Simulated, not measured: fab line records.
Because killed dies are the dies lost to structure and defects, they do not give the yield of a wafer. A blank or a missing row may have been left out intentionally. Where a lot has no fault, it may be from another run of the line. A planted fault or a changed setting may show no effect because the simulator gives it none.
Problem report in the 8D (eight disciplines) form, filled by code | flow gf180mcu | the parts of the form that need people (team, actions taken, sign-off) are left out

== 1. THE PROBLEM ==
Across 6 wafers from 2 lots, HV_LDD_3_TW at GF_HV_LDD_TW_MEAS_38 averages 1812, while fault-free wafers read 1452 with a standard deviation of 21. That is +17 standard deviations from the usual mean.
Seen first at day 13 09:55 on film-metro-04, wafer L793.2. Wafers with a number at this step in the record: 36, from 12 lots. Rule for "out", or "out of limits": more than 4 standard deviations from the usual mean. All remaining wafers that have a number are taken as sound.

== 2. WHAT IT IS, WHAT IT ISN'T ==
question                    | is                     | is not
which readings at this step | HV_LDD_3_TW            | -
which lots                  | L793, L794             | L788, L792, L795, L801, L803, L805, L806, L808, L809, L810
which wafers of those lots  | all that have a number | -
read on which gauges        | film-metro-04          | film-metro-02, film-metro-03
when                        | from day 13 09:55      | up to then (6 sound wafers); but 24 sound wafers of L795, L801, L803, L805, L806, L808, L809, L810 came after

== 3. WHAT RULES OUT EACH SUSPECT ==
Counting: a tool stays on the suspect list if, at a process step up to the reading, it processed all lots that are out and no sound lot following the first of them.
- the gauge at GF_HV_LDD_TW_MEAS_38 is ruled out. All the wafers that are out were read on film-metro-04, but those of them that GF_HV_LDD_IMPLANT_36 has rows for are out there too, on other tools.
- implanter-01 at GF_HV_LDD_IMPLANT_36: ruled out as a lasting fault. After its first lot that is out, L793 (day 13 09:41), sound lots L805, L808 ran on it.
Left after counting: nothing in the record.

== 4. THE CAUSE (what the simulator had put in) ==
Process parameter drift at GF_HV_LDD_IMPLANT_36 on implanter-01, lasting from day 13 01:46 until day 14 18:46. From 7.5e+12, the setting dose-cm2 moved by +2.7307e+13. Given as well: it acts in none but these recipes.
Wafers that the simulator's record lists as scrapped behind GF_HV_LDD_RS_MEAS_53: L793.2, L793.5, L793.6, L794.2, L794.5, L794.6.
The count ruled it out by mistake, since the rule takes a fault to strike every lot its tool runs from the start of the fault on, and this one did not do so.

== 5. SEQUENCE OF EFFECTS, ordered by route ==
Each row: a reading whose mean over the struck wafers that have a number lies more than 3 standard deviations from the usual. Scope: only readings with a usual standard deviation given in the record; hours: median across lots of the time from each lot's start at the first step in this table that gives one to its start at this step; sigmas: change in usual standard deviations.
hours | step                 | reading            | usual        | on struck wafers | change   | sigmas
0     | GF_HV_LDD_IMPLANT_36 | dose-ions-cm2      | 7.5e+12      | 3.5e+13          | +2.7e+13 | +99 or more
0     | GF_HV_LDD_IMPLANT_36 | faraday-current-uA | 42.2         | 196.4            | +154.2   | +99 or more
0     | GF_HV_LDD_TW_MEAS_38 | HV_LDD_3_TW        | 1452         | 1812             | +360     | +17
16    | GF_HV_LDD_RS_MEAS_53 | HV_LDD_RS          | 418.8 ohm/sq | 358.1            | -60.7    | -55
Its process steps:
- GF_HV_LDD_IMPLANT_36

== 6. HOW IT WOULD HAVE BEEN CAUGHT EARLIER ==
Counted from the fault's start at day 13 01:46, it took 8 hours until the first out-of-limits reading at a measuring or inspecting step in this record, taken at day 13 09:55.
At GF_HV_LDD_IMPLANT_36, the tool's own readings (dose-ions-cm2, faraday-current-uA) were out on each struck wafer the step has a row for, so an alarm limit on them would have fired on the first such wafer.
